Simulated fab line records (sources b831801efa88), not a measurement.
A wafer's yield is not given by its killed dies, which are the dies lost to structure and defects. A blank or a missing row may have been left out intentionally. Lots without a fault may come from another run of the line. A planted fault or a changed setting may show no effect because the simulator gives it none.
Problem report, 8D (eight disciplines) form, completed by code | flow gf180mcu | the parts of the form that need people (team, actions taken, sign-off) are left out

1. WHAT IS WRONG
MVSD_RS at GF_VT_IMPLANT_RS_MEAS_46 reads a mean of 446.3 ohm/sq on 6 wafers of 2 lots; wafers without a fault read 457.4 ohm/sq with a standard deviation of 1.3. Measured from the usual mean, that is -8.5 standard deviations.
The step: measures by four-point-probe.
The first sign was on wafer L789.3 at day 10 02:56, on filmMetro-02. The record holds 39 wafers of 13 lots with a number at this step. By rule, "out" or "out of limits" means more than 4 standard deviations away from the usual mean. The other wafers with a number count as sound.

2. WHAT THIS IS AND IS NOT
question                    | is                         | is not
which readings at this step | MVSD_RS                    | -
which lots                  | L789, L793                 | L780, L781, L783, L786, L787, L788, L792, L796, L797, L799, L801
which wafers of those lots  | all that have a number     | -
read on which gauges        | filmMetro-01, filmMetro-02 | filmMetro-04
when                        | from day 10 02:56          | up to then (18 sound wafers); but 15 sound wafers of L792, L796, L797, L799, L801 came after

3. WHAT RULES OUT EACH SUSPECT
Counting: a tool at a process step up to the reading stays a suspect if it ran every lot that is out and no sound lot after the first of them.
- the gauge at GF_VT_IMPLANT_RS_MEAS_46: ruled out. 2 gauges (filmMetro-01, filmMetro-02) read the wafers that are out.
- implanter-01 at GF_MVSD_IMPLANT_08: kept. All lots that are out passed through it, beginning with L789 at day 6 16:03, and no sound lot followed; its final sound lot before that point was L788 at day 6 10:18. Its own doseIonsCm2 readings are out on those wafers.
The count leaves implanter-01 at GF_MVSD_IMPLANT_08.

4. THE CAUSE (what the simulator had put in)
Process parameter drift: implanter-01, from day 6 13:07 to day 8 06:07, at GF_MVSD_IMPLANT_08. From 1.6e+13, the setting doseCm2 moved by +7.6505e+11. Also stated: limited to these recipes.
This tool alone remained once counting was done.

5. THE EFFECT CHAIN, in route order
Each row: a reading where the mean over the struck wafers with a number is more than 3 standard deviations away from the usual. Readings are gone through only where the record gives a usual standard deviation; hours: the median, over the lots, of the time from a lot's start at the first step in this table giving one to that lot's start at this step; sigmas: the change measured in usual standard deviations.
hours | step                     | reading     | usual        | on struck wafers | change      | sigmas
0     | GF_MVSD_IMPLANT_08       | doseIonsCm2 | 1.5993e+13   | 1.6764e+13       | +7.7083e+11 | +48
84    | GF_VT_IMPLANT_RS_MEAS_46 | MVSD_RS     | 457.4 ohm/sq | 446.3            | -11.1       | -8.5
It contains these process steps:
- GF_MVSD_IMPLANT_08
Later steps that measure or inspect, where all struck wafers having a row at the step show a number for every such reading and not one has moved that far: GF_VT_IMPLANT_RS_MEAS_49.

6. WHAT WOULD HAVE CAUGHT IT SOONER
86 hours passed between the start of the fault at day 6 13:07 and the first reading out of limits at a measuring or inspecting step in this record, taken at day 10 02:56.
Tool's own readings at GF_MVSD_IMPLANT_08, doseIonsCm2: out on all struck wafers the step has rows for; an alarm limit on them would have tripped on the first.
By day 10 02:56, every lot that is out (2) had started GF_MVSD_IMPLANT_08 on implanter-01. A hold on the tool at that time would have spared none of them.
